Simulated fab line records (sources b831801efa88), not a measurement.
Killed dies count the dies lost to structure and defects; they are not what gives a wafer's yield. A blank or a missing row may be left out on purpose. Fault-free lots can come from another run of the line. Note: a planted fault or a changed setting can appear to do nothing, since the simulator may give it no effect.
Which tool did it? || flow sky130 || 15 lots with 45 wafers sampled at 4 steps, on a route of 708 steps

== WHAT EACH GAUGE READ, for each wafer ==
SKY_POLY_GATE_CD_MEAS_22.
{"lot": "L993", "measured": "day 17 02:46", "on": "cdSem-01", "cdNm (nm)": "150.9 151.0 151.5"}
{"lot": "L995", "measured": "day 17 21:08", "on": "cdSem-02", "cdNm (nm)": "149.1 148.1 148.5"}
{"lot": "L998", "measured": "day 18 22:04", "on": "cdSem-01", "cdNm (nm)": "148.8 148.9 148.8"}
{"lot": "L102", "measured": "day 20 12:47", "on": "cdSem-01", "cdNm (nm)": "- - -"}
{"lot": "L103", "measured": "day 20 19:56", "on": "cdSem-01", "cdNm (nm)": "- - -"}
{"lot": "L104", "measured": "day 20 23:16", "on": "cdSem-01", "cdNm (nm)": "- - -"}
{"lot": "L106", "measured": "day 21 16:30", "on": "cdSem-01", "cdNm (nm)": "151.6 152.0 153.5"}
{"lot": "L105", "measured": "day 21 19:16", "on": "cdSem-02", "cdNm (nm)": "148.2 152.0 152.0"}
{"lot": "L107", "measured": "day 21 22:31", "on": "cdSem-02", "cdNm (nm)": "150.5 152.5 152.8"}
{"lot": "L109", "measured": "day 22 17:19", "on": "cdSem-02", "cdNm (nm)": "152.5 151.4 152.5"}
{"lot": "L110", "measured": "day 22 20:45", "on": "cdSem-02", "cdNm (nm)": "152.4 151.6 148.9"}
{"lot": "L112", "measured": "day 23 20:35", "on": "cdSem-02", "cdNm (nm)": "152.4 153.6 153.5"}
{"lot": "L114", "measured": "day 24 13:01", "on": "cdSem-01", "cdNm (nm)": "152.9 153.2 152.9"}
{"lot": "L113", "measured": "day 24 18:56", "on": "cdSem-01", "cdNm (nm)": "147.9 151.5 150.7"}
{"lot": "L116", "measured": "day 25 07:13", "on": "cdSem-02", "cdNm (nm)": "148.4 151.0 150.6"}

== EACH LOT AND THE TOOL THAT RAN IT (in order: tool; ch and the chambers of the sampled wafers; start) ==
{"lot": "L993", "SKY_POLY_GATE_ETCH_15": "rieDiel-03 ch 0,2,3, day 16 23:19", "SKY_POLY_GATE_ETCH_16": "rieDiel-03 ch 0,2,3, day 16 23:24", "SKY_POLY_GATE_ETCH_17": "rieSi-01 ch 1,2,3, day 16 23:29"}
{"lot": "L995", "SKY_POLY_GATE_ETCH_15": "rieDiel-02 ch 0,3, day 17 18:23", "SKY_POLY_GATE_ETCH_16": "rieDiel-02 ch 0,3, day 17 18:28", "SKY_POLY_GATE_ETCH_17": "rieSi-01 ch 0,1,2, day 17 18:34"}
{"lot": "L998", "SKY_POLY_GATE_ETCH_15": "rieDiel-03 ch 0,3, day 18 19:01", "SKY_POLY_GATE_ETCH_16": "rieDiel-03 ch 0,3, day 18 19:06", "SKY_POLY_GATE_ETCH_17": "rieSi-02 ch 2,3, day 18 19:11"}
{"lot": "L102", "SKY_POLY_GATE_ETCH_15": "rieDiel-01 ch 0,1, day 20 10:47", "SKY_POLY_GATE_ETCH_16": "rieDiel-01 ch 0,1, day 20 10:52", "SKY_POLY_GATE_ETCH_17": "rieSi-01 ch 0,1, day 20 10:58"}
{"lot": "L103", "SKY_POLY_GATE_ETCH_15": "rieDiel-01 ch 1,2,3, day 20 17:25", "SKY_POLY_GATE_ETCH_16": "rieDiel-01 ch 1,2,3, day 20 17:30", "SKY_POLY_GATE_ETCH_17": "rieSi-01 ch 0,3, day 20 17:36"}
{"lot": "L104", "SKY_POLY_GATE_ETCH_15": "rieDiel-03 ch 0,1,2, day 20 21:34", "SKY_POLY_GATE_ETCH_16": "rieDiel-03 ch 0,1,2, day 20 21:39", "SKY_POLY_GATE_ETCH_17": "rieSi-02 ch 0,1,2, day 20 21:44"}
{"lot": "L106", "SKY_POLY_GATE_ETCH_15": "rieDiel-03 ch 0,1,2, day 21 14:46", "SKY_POLY_GATE_ETCH_16": "rieDiel-03 ch 0,1,2, day 21 14:51", "SKY_POLY_GATE_ETCH_17": "rieSi-01 ch 0,2,3, day 21 14:57"}
{"lot": "L105", "SKY_POLY_GATE_ETCH_15": "rieDiel-02 ch 0,1,3, day 21 17:34", "SKY_POLY_GATE_ETCH_16": "rieDiel-02 ch 0,1,3, day 21 17:39", "SKY_POLY_GATE_ETCH_17": "rieSi-02 ch 0,1,3, day 21 17:45"}
{"lot": "L107", "SKY_POLY_GATE_ETCH_15": "rieDiel-01 ch 0,1,2, day 21 20:49", "SKY_POLY_GATE_ETCH_16": "rieDiel-01 ch 0,1,2, day 21 20:54", "SKY_POLY_GATE_ETCH_17": "rieSi-01 ch 0,1, day 21 20:59"}
{"lot": "L109", "SKY_POLY_GATE_ETCH_15": "rieDiel-03 ch 0,3, day 22 15:37", "SKY_POLY_GATE_ETCH_16": "rieDiel-03 ch 0,3, day 22 15:41", "SKY_POLY_GATE_ETCH_17": "rieSi-01 ch 1,2, day 22 15:47"}
{"lot": "L110", "SKY_POLY_GATE_ETCH_15": "rieDiel-02 ch 1,2,3, day 22 19:01", "SKY_POLY_GATE_ETCH_16": "rieDiel-02 ch 1,2,3, day 22 19:06", "SKY_POLY_GATE_ETCH_17": "rieSi-02 ch 0,1,3, day 22 19:12"}
{"lot": "L112", "SKY_POLY_GATE_ETCH_15": "rieDiel-01 ch 0,1,3, day 23 18:02", "SKY_POLY_GATE_ETCH_16": "rieDiel-01 ch 0,1,3, day 23 18:07", "SKY_POLY_GATE_ETCH_17": "rieSi-02 ch 0,1,3, day 23 18:10"}
{"lot": "L114", "SKY_POLY_GATE_ETCH_15": "rieDiel-03 ch 0,1,2, day 24 11:19", "SKY_POLY_GATE_ETCH_16": "rieDiel-03 ch 0,1,2, day 24 11:24", "SKY_POLY_GATE_ETCH_17": "rieSi-01 ch 1,2, day 24 11:30"}
{"lot": "L113", "SKY_POLY_GATE_ETCH_15": "rieDiel-02 ch 0,1,3, day 24 17:14", "SKY_POLY_GATE_ETCH_16": "rieDiel-02 ch 0,1,3, day 24 17:19", "SKY_POLY_GATE_ETCH_17": "rieSi-02 ch 0,1,2, day 24 17:25"}
{"lot": "L116", "SKY_POLY_GATE_ETCH_15": "rieDiel-03 ch 0,2,3, day 25 05:28", "SKY_POLY_GATE_ETCH_16": "rieDiel-03 ch 0,2,3, day 25 05:32", "SKY_POLY_GATE_ETCH_17": "rieSi-01 ch 0,3, day 25 05:38"}
- SKY_POLY_GATE_ETCH_15: etches BARC in N2/H2, stops on SiO2, time 118.5 s, target depth 110 nm.
- SKY_POLY_GATE_ETCH_16: etches Si3N4 in CH3F/O2, stops on poly-Si, time 147.5 s, target depth 75 nm.
- SKY_POLY_GATE_ETCH_17: etches poly-Si in HBr/Cl2, stops on SiO2, target depth 180 nm, time 70.5 s.

== AS READ BY THE TOOLS THEMSELVES (means over the sampled wafers that have a number; for cases with no such wafer, the mark the record gives instead) ==
SKY_POLY_GATE_ETCH_15.
{"lot": "L993", "tool": "rieDiel-03", "biasW (W)": 99.9, "chamberPressureMTorr (mTorr)": 30.018, "drypumpMotorCurrentA (A)": 5.7, "oesProductAu (a.u.)": 0.714, "throttleValvePct (%)": 13.214}
{"lot": "L995", "tool": "rieDiel-02", "biasW (W)": 99.7, "chamberPressureMTorr (mTorr)": 29.997, "drypumpMotorCurrentA (A)": 5.8, "oesProductAu (a.u.)": 0.716, "throttleValvePct (%)": 13.209}
{"lot": "L998", "tool": "rieDiel-03", "biasW (W)": 99.9, "chamberPressureMTorr (mTorr)": 29.989, "drypumpMotorCurrentA (A)": 5.2, "oesProductAu (a.u.)": 0.718, "throttleValvePct (%)": 13.216}
{"lot": "L102", "tool": "rieDiel-01", "biasW (W)": "-", "chamberPressureMTorr (mTorr)": "-", "drypumpMotorCurrentA (A)": "-", "oesProductAu (a.u.)": "-", "throttleValvePct (%)": "-"}
{"lot": "L103", "tool": "rieDiel-01", "biasW (W)": "-", "chamberPressureMTorr (mTorr)": "-", "drypumpMotorCurrentA (A)": "-", "oesProductAu (a.u.)": "-", "throttleValvePct (%)": "-"}
{"lot": "L104", "tool": "rieDiel-03", "biasW (W)": "-", "chamberPressureMTorr (mTorr)": "-", "drypumpMotorCurrentA (A)": "-", "oesProductAu (a.u.)": "-", "throttleValvePct (%)": "-"}
{"lot": "L106", "tool": "rieDiel-03", "biasW (W)": 100.3, "chamberPressureMTorr (mTorr)": 30.025, "drypumpMotorCurrentA (A)": 6.2, "oesProductAu (a.u.)": 0.718, "throttleValvePct (%)": 13.216}
{"lot": "L105", "tool": "rieDiel-02", "biasW (W)": 100.4, "chamberPressureMTorr (mTorr)": 29.979, "drypumpMotorCurrentA (A)": 5.7, "oesProductAu (a.u.)": 0.716, "throttleValvePct (%)": 13.208}
{"lot": "L107", "tool": "rieDiel-01", "biasW (W)": 100.4, "chamberPressureMTorr (mTorr)": 29.996, "drypumpMotorCurrentA (A)": 5.9, "oesProductAu (a.u.)": 0.716, "throttleValvePct (%)": 13.210}
{"lot": "L109", "tool": "rieDiel-03", "biasW (W)": 100.0, "chamberPressureMTorr (mTorr)": 30.004, "drypumpMotorCurrentA (A)": 5.2, "oesProductAu (a.u.)": 0.715, "throttleValvePct (%)": 13.213}
{"lot": "L110", "tool": "rieDiel-02", "biasW (W)": 100.2, "chamberPressureMTorr (mTorr)": 29.975, "drypumpMotorCurrentA (A)": 5.8, "oesProductAu (a.u.)": 0.711, "throttleValvePct (%)": 13.202}
{"lot": "L112", "tool": "rieDiel-01", "biasW (W)": 99.8, "chamberPressureMTorr (mTorr)": 30.016, "drypumpMotorCurrentA (A)": 5.8, "oesProductAu (a.u.)": 0.722, "throttleValvePct (%)": 13.214}
{"lot": "L114", "tool": "rieDiel-03", "biasW (W)": 100.1, "chamberPressureMTorr (mTorr)": 29.994, "drypumpMotorCurrentA (A)": 6.2, "oesProductAu (a.u.)": 0.712, "throttleValvePct (%)": 13.211}
{"lot": "L113", "tool": "rieDiel-02", "biasW (W)": 100.0, "chamberPressureMTorr (mTorr)": 30.009, "drypumpMotorCurrentA (A)": 5.7, "oesProductAu (a.u.)": 0.717, "throttleValvePct (%)": 13.217}
{"lot": "L116", "tool": "rieDiel-03", "biasW (W)": 100.2, "chamberPressureMTorr (mTorr)": 30.013, "drypumpMotorCurrentA (A)": 5.7, "oesProductAu (a.u.)": 0.719, "throttleValvePct (%)": 13.214}

SKY_POLY_GATE_ETCH_16.
{"lot": "L993", "tool": "rieDiel-03", "O2_flow_sccm (sccm)": 29.95, "biasW (W)": 80.02, "drypumpMotorCurrentA (A)": 5.7, "oesProductAu (a.u.)": 0.637, "throttleValvePct (%)": 10.535}
{"lot": "L995", "tool": "rieDiel-02", "O2_flow_sccm (sccm)": 30.11, "biasW (W)": 80.20, "drypumpMotorCurrentA (A)": 5.8, "oesProductAu (a.u.)": 0.638, "throttleValvePct (%)": 10.534}
{"lot": "L998", "tool": "rieDiel-03", "O2_flow_sccm (sccm)": 30.06, "biasW (W)": 80.08, "drypumpMotorCurrentA (A)": 5.2, "oesProductAu (a.u.)": 0.638, "throttleValvePct (%)": 10.530}
{"lot": "L102", "tool": "rieDiel-01", "O2_flow_sccm (sccm)": 30.05, "biasW (W)": 80.05, "drypumpMotorCurrentA (A)": 5.9, "oesProductAu (a.u.)": 0.376, "throttleValvePct (%)": 10.498}
{"lot": "L103", "tool": "rieDiel-01", "O2_flow_sccm (sccm)": 29.95, "biasW (W)": 80.15, "drypumpMotorCurrentA (A)": 5.6, "oesProductAu (a.u.)": 0.374, "throttleValvePct (%)": 10.500}
{"lot": "L104", "tool": "rieDiel-03", "O2_flow_sccm (sccm)": 30.07, "biasW (W)": 79.84, "drypumpMotorCurrentA (A)": 6.1, "oesProductAu (a.u.)": 0.373, "throttleValvePct (%)": 10.507}
{"lot": "L106", "tool": "rieDiel-03", "O2_flow_sccm (sccm)": 29.96, "biasW (W)": 79.89, "drypumpMotorCurrentA (A)": 6.2, "oesProductAu (a.u.)": 0.637, "throttleValvePct (%)": 10.538}
{"lot": "L105", "tool": "rieDiel-02", "O2_flow_sccm (sccm)": 29.99, "biasW (W)": 79.83, "drypumpMotorCurrentA (A)": 5.6, "oesProductAu (a.u.)": 0.634, "throttleValvePct (%)": 10.535}
{"lot": "L107", "tool": "rieDiel-01", "O2_flow_sccm (sccm)": 30.05, "biasW (W)": 79.87, "drypumpMotorCurrentA (A)": 5.9, "oesProductAu (a.u.)": 0.638, "throttleValvePct (%)": 10.537}
{"lot": "L109", "tool": "rieDiel-03", "O2_flow_sccm (sccm)": 29.95, "biasW (W)": 79.89, "drypumpMotorCurrentA (A)": 5.2, "oesProductAu (a.u.)": 0.643, "throttleValvePct (%)": 10.532}
{"lot": "L110", "tool": "rieDiel-02", "O2_flow_sccm (sccm)": 30.08, "biasW (W)": 79.97, "drypumpMotorCurrentA (A)": 5.8, "oesProductAu (a.u.)": 0.641, "throttleValvePct (%)": 10.540}
{"lot": "L112", "tool": "rieDiel-01", "O2_flow_sccm (sccm)": 30.01, "biasW (W)": 80.28, "drypumpMotorCurrentA (A)": 5.8, "oesProductAu (a.u.)": 0.647, "throttleValvePct (%)": 10.537}
{"lot": "L114", "tool": "rieDiel-03", "O2_flow_sccm (sccm)": 30.01, "biasW (W)": 79.95, "drypumpMotorCurrentA (A)": 6.1, "oesProductAu (a.u.)": 0.644, "throttleValvePct (%)": 10.532}
{"lot": "L113", "tool": "rieDiel-02", "O2_flow_sccm (sccm)": 29.97, "biasW (W)": 80.05, "drypumpMotorCurrentA (A)": 5.7, "oesProductAu (a.u.)": 0.636, "throttleValvePct (%)": 10.528}
{"lot": "L116", "tool": "rieDiel-03", "O2_flow_sccm (sccm)": 30.01, "biasW (W)": 80.17, "drypumpMotorCurrentA (A)": 5.7, "oesProductAu (a.u.)": 0.640, "throttleValvePct (%)": 10.537}

SKY_POLY_GATE_ETCH_17.
{"lot": "L993", "tool": "rieSi-01", "HBr_flow_sccm (sccm)": 150.5, "biasW (W)": 100.0, "drypumpMotorCurrentA (A)": 5.8, "oesProductAu (a.u.)": 0.978, "throttleValvePct (%)": 33.681}
{"lot": "L995", "tool": "rieSi-01", "HBr_flow_sccm (sccm)": 150.0, "biasW (W)": 100.1, "drypumpMotorCurrentA (A)": 5.9, "oesProductAu (a.u.)": 0.984, "throttleValvePct (%)": 33.679}
{"lot": "L998", "tool": "rieSi-02", "HBr_flow_sccm (sccm)": 150.3, "biasW (W)": 100.1, "drypumpMotorCurrentA (A)": 5.2, "oesProductAu (a.u.)": 0.982, "throttleValvePct (%)": 33.688}
{"lot": "L102", "tool": "rieSi-01", "HBr_flow_sccm (sccm)": 149.6, "biasW (W)": 100.1, "drypumpMotorCurrentA (A)": 6.0, "oesProductAu (a.u.)": 0.273, "throttleValvePct (%)": 33.682}
{"lot": "L103", "tool": "rieSi-01", "HBr_flow_sccm (sccm)": 150.5, "biasW (W)": 100.2, "drypumpMotorCurrentA (A)": 6.1, "oesProductAu (a.u.)": 0.271, "throttleValvePct (%)": 33.677}
{"lot": "L104", "tool": "rieSi-02", "HBr_flow_sccm (sccm)": 150.2, "biasW (W)": 99.9, "drypumpMotorCurrentA (A)": 6.0, "oesProductAu (a.u.)": 0.273, "throttleValvePct (%)": 33.680}
{"lot": "L106", "tool": "rieSi-01", "HBr_flow_sccm (sccm)": 150.5, "biasW (W)": 99.9, "drypumpMotorCurrentA (A)": 5.9, "oesProductAu (a.u.)": 0.984, "throttleValvePct (%)": 33.684}
{"lot": "L105", "tool": "rieSi-02", "HBr_flow_sccm (sccm)": 149.9, "biasW (W)": 100.0, "drypumpMotorCurrentA (A)": 5.8, "oesProductAu (a.u.)": 0.974, "throttleValvePct (%)": 33.688}
{"lot": "L107", "tool": "rieSi-01", "HBr_flow_sccm (sccm)": 150.2, "biasW (W)": 99.8, "drypumpMotorCurrentA (A)": 5.9, "oesProductAu (a.u.)": 0.981, "throttleValvePct (%)": 33.685}
{"lot": "L109", "tool": "rieSi-01", "HBr_flow_sccm (sccm)": 149.7, "biasW (W)": 100.2, "drypumpMotorCurrentA (A)": 5.7, "oesProductAu (a.u.)": 0.978, "throttleValvePct (%)": 33.685}
{"lot": "L110", "tool": "rieSi-02", "HBr_flow_sccm (sccm)": 149.9, "biasW (W)": 100.0, "drypumpMotorCurrentA (A)": 5.8, "oesProductAu (a.u.)": 0.973, "throttleValvePct (%)": 33.678}
{"lot": "L112", "tool": "rieSi-02", "HBr_flow_sccm (sccm)": 150.1, "biasW (W)": 100.2, "drypumpMotorCurrentA (A)": 5.8, "oesProductAu (a.u.)": 0.982, "throttleValvePct (%)": 33.684}
{"lot": "L114", "tool": "rieSi-01", "HBr_flow_sccm (sccm)": 150.3, "biasW (W)": 100.3, "drypumpMotorCurrentA (A)": 5.8, "oesProductAu (a.u.)": 0.988, "throttleValvePct (%)": 33.690}
{"lot": "L113", "tool": "rieSi-02", "HBr_flow_sccm (sccm)": 150.0, "biasW (W)": 100.1, "drypumpMotorCurrentA (A)": 5.9, "oesProductAu (a.u.)": 0.980, "throttleValvePct (%)": 33.685}
{"lot": "L116", "tool": "rieSi-01", "HBr_flow_sccm (sccm)": 150.4, "biasW (W)": 99.9, "drypumpMotorCurrentA (A)": 6.1, "oesProductAu (a.u.)": 0.997, "throttleValvePct (%)": 33.683}

== THE ANSWER, worked out from the rows above alone ==
Rule: usual is defined by the lots themselves. Put in order of their means at a reading, lots are off if they are a third of the lots or fewer, leave a main group of 4 or more, and stand apart from it by a gap of 3 or more times the standard deviation of the main group's means; of several such gaps the widest counts. A main group is skipped when, at the precision printed for the reading in the tables above, its means are all equal. Also off: a lot with no number at a reading for which 4 or more lots have one. The other lots that the step has rows for count as sound. After the gauges, taken in route order, come the tools' own readings; for these a lot's mean is taken, as printed above. At the first step where some lot is off, the reading lying furthest off is the one used; lots without a number count as furthest.
Off at SKY_POLY_GATE_CD_MEAS_22 (cdNm): L102, L103, L104. Without a number there: L102, L103, L104. The main group: mean 151.1 nm, standard deviation 1.5.
A tool fits if, at a process step before that reading, it ran every lot that is off, and no sound lot after the first of them. Not tried: the gauges at SKY_POLY_GATE_CD_MEAS_22; whatever is off there is also off at SKY_POLY_GATE_ETCH_15, on other tools, and gauge error can't account for it. None of those tried fits.

== WHAT HAD BEEN PUT IN BY THE SIMULATOR ==
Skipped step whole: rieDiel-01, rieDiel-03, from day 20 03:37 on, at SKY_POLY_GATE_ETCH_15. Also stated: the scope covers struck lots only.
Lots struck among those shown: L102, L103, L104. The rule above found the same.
